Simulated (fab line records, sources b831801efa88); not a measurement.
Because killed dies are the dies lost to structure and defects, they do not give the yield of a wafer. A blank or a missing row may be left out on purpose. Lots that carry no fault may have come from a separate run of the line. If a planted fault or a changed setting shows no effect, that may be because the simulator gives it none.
Chamber matching    flow gf180mcu    GF_STI_ETCH_14 on rie_si-02 has 4 sister chambers
The step etches Si in HBr/Cl2/O2, target depth 360 nm, time 102.9 s. 4 wafers are shown with their chamber, then 8 later ones without.

WAFERS WITH THEIR CHAMBER
wafer   chamber  drypump_motor_current_A (A)
L835.2  1        6.2
L838.4  2        6.2
L838.6  0        5.7
L849.1  3        6.1

WAFERS WITH NO CHAMBER GIVEN
wafer   drypump_motor_current_A (A)
L849.3  6.2
L849.6  6.2
L850.1  6.1
L850.3  5.7
L850.6  6.0
L851.1  6.1
L851.4  5.8
L851.6  6.2

CHAMBER TAKEN BY EACH
wafer    from the rows above       in truth
L849.3   can't be placed: 1 or 2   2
L849.6   can't be placed: 1 or 2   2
L850.1   3                         3
L850.3   0                         0
L850.6   3                         3
L851.1   3                         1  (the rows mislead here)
L851.4   0                         0
L851.6   can't be placed: 1 or 2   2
4 of 8 placed correctly. Cannot be placed on the basis of these rows: 3; the candidates contain the true chamber in 3. 1 placed wrongly.
How it was worked out, from the rows above alone: a wafer's distance from a chamber is the root of the sum, over the readings, of the square of ((its reading less the chamber's mean) divided by the reading's scatter). If the next closest chamber is less than 2 further off than the closest, the wafer can't be placed; otherwise it belongs to the closest. The mean given for a chamber averages the wafers shown for that chamber. The scatter: root of mean squared gap, hidden wafer to nearest shown wafer, with one shown wafer a chamber.
